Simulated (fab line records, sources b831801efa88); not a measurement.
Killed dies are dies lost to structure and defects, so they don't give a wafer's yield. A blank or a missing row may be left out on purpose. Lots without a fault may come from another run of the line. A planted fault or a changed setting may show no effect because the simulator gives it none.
One fault seen from 2 desks | flow gf180mcu | each desk has only its own numbers; what lay behind them comes last

THE TOOL OWNER'S DESK: litho_track-03
The tool's own readings at GF_V3_DEVELOP_13 (develop time 60 s): means of the sampled wafers that have a number, for each lot that ran on this tool. A lot is out of limits, marked OUT, if its mean lies more than 4 standard deviations from the usual mean; the brackets give that distance.
Columns: A = developer_temp_C at GF_V3_DEVELOP_13, usual 21.01 C; B = resist_line_temp_C at GF_V3_DEVELOP_13, usual 23.02 C
lot  | first seen here | A                | B
L587 | day 24 07:04    | 20.95            | 22.93
L588 | day 24 23:36    | 21.05            | 22.95
L591 | day 25 15:31    | 20.18 (-8.3) OUT | 23.08
L594 | day 26 17:30    | 20.06 (-9.5) OUT | 23.04
L602 | day 29 04:51    | 21.00            | 22.95
L603 | day 29 06:24    | 20.89            | 22.89
This desk's finding: out of limits on L591, L594; first on L591, day 25 15:31 (developer_temp_C at GF_V3_DEVELOP_13). In limits: L587, L588, L602, L603.

THE METROLOGY DESK
What the gauges read, lot by lot, whatever tool the lot ran on: means of the sampled wafers that have a number. A lot is out of limits, marked OUT, if its mean lies more than 4 standard deviations from the usual mean; the brackets give that distance.
Columns: A = STI_OXIDATION_02_THK at GF_STI_THK_MEAS_30, usual 10.04 nm
lot  | first seen here | A
L584 | day 2 16:17     | 9.93
L586 | day 3 02:29     | 10.28
L587 | day 3 07:20     | 9.94
L588 | day 3 15:52     | 10.16
L589 | day 3 20:32     | 9.91
L591 | day 4 03:13     | 10.24
L592 | day 4 11:53     | 10.05
L594 | day 4 20:26     | 9.85
L600 | day 6 04:13     | 10.29
L601 | day 6 09:12     | 9.97
L602 | day 6 15:28     | 10.04
L603 | day 6 18:57     | 10.19
L604 | day 6 23:50     | 9.88
L605 | day 7 06:26     | 10.01
This desk's finding: nothing out of limits on any of the 14 lots.

PUT TOGETHER
The tool owner's desk could have raised an alarm at day 25 15:31, on L591, L594.
The metrology desk saw nothing out of limits.
The metrology desk has L591, L594 on record, within its limits.
Of the lots named, all ran GF_V3_DEVELOP_13 on litho_track-03.

WHAT THE SIMULATOR HAD PUT IN
Process parameter drift: litho_track-03, from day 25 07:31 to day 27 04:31, at GF_V3_DEVELOP_13. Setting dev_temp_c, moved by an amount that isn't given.
Lots struck among those shown: L591, L594.
Hours from the fault's start to each desk's first reading out of limits: the tool owner's desk, 8.
